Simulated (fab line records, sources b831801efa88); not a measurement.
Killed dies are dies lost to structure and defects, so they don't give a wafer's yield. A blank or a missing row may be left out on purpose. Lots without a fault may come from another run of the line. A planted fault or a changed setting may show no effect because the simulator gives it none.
A struck lot beside a sound one | flow sky130 | 18 steps out of a route of 708
Sound: wafers L454.3, L454.5, L454.6. Struck: wafers L465.3, L465.5, L465.6. The cause comes at the end.
At each step with rows: each side's tool, then ch and its chambers, then its first start. Under that, the readings that differ: sound wafers | struck wafers | difference of the means | sigmas: that difference in standard deviations of wafers without a fault.
alike: readings whose means differ by less than 2 such deviations, and words and numbers that are the same on both sides. not compared: withheld readings, readings that some wafer has no value for, bounds like >300 that may hide the same value, and numbers for which the record gives no deviation and whose values overlap.
The two part at a step that has a row with sigmas, a row that says differs or no value, or rows on one side only. Numbers that don't overlap but have no deviation are shown without sigmas and don't part them. A reading that every wafer of one side lacks parts them only if that side has two wafers or more.

first, 2 steps without rows for these wafers: SKY_NWELL_PEB_08; SKY_NWELL_DEVELOP_09 (develop time 60 s).
SKY_NWELL_OVL_MEAS_10:
  sound on overlay-01, day 5 08:01; struck on overlay-02, day 7 22:24
  alike: NWELL_00_OVL
then, 3 steps without rows for these wafers: SKY_NWELL_IMPLANT_11; SKY_NWELL_IMPLANT_12; SKY_NWELL_IMPLANT_13.
SKY_NWELL_STRIP_14: strips in O2/N2.
  sound on plasma_asher-01 ch 0,1, day 5 08:32; struck on plasma_asher-02 ch 0,1, day 7 22:55
  alike: drypump_motor_current_A, oes_product_au, strip_time_to_endpoint_s
  not compared: rf_hours_counter_h
SKY_NWELL_TW_MEAS_15:
  sound on film_metro-04, day 5 08:37; struck on film_metro-03, day 7 22:59
  alike: NWELL_TW
then, 4 steps without rows for these wafers: SKY_NWELL_DEHYDRATE_16 (time 60 s); SKY_NWELL_HMDS_17 (prime time 60 s); SKY_NWELL_COAT_18 (resist thk 3000 nm); SKY_NWELL_SOFTBAKE_19.
SKY_NWELL_EXPOSE_20: exposes mask NWM COMPLEMENT, target cd 840 nm.
  sound on iline_stepper-02 ch 0, day 5 17:37; struck on iline_stepper-01 ch 0, day 8 09:25
  reading                       | sound                   | struck         | difference | sigmas
  model.NWELL.overlay_x_nm (nm) | -0.3637 -0.3637 -0.3637 | -111 -111 -111 | -111       |
  alike: mask
then, 2 steps without rows for these wafers: SKY_NWELL_PEB_21; SKY_NWELL_DEVELOP_22 (develop time 60 s).
SKY_NWELL_OVL_MEAS_23:
  sound on overlay-02, day 6 02:42; struck on overlay-02, day 8 19:13
  reading           | sound          | struck               | difference | sigmas
  NWELL_01_OVL (nm) | -0.5 -0.8 -0.5 | -110.0 -111.2 -111.5 | -110.3     | -92
then, 1 step without rows for these wafers: SKY_NWELL_IMPLANT_24.
-- the record jumps here: 41 days lie between the struck wafers' starts before and after (it left off in module NWELL and takes up again in module PAD_OPEN, whose first step shown is number 708 of the route) --
SKY_PAD_OPEN_PROBE_99:
  sound on prober-02, day 46 17:26; struck on prober-01, day 49 16:56
  reading                          | sound                         | struck                        | difference | sigmas
  killed_dies                      | 84 88 67                      | 94 95 104                     | +18        | +2
  model.etest.pfet_16v.r_on_ohm_um | 1.461e+04 1.498e+04 1.507e+04 | 1.34e+04 1.368e+04 1.36e+04   | -1.33e+03  |
  model.etest.nfet_16v.r_on_ohm_um | 1.382e+04 1.406e+04 1.387e+04 | 1.326e+04 1.331e+04 1.318e+04 | -6.667e+02 |
  model.etest.pfet_16v.drive_ua_um | 242.6 238.2 238.7             | 276 275.1 274.8               | +35        |
  model.etest.nfet_16v.drive_ua_um | 222.5 219.8 223.8             | 225.8 225.5 226.1             | +3.8       |
  alike: killed_at_M0_to_M3, killed_at_M4_up, killed_at_contacts, killed_at_front_end, killed_at_other, killed_open, killed_short

WHERE THEY PART
First at SKY_NWELL_OVL_MEAS_23; last, within this record, at SKY_PAD_OPEN_PROBE_99.

WHY: what the simulator had put in
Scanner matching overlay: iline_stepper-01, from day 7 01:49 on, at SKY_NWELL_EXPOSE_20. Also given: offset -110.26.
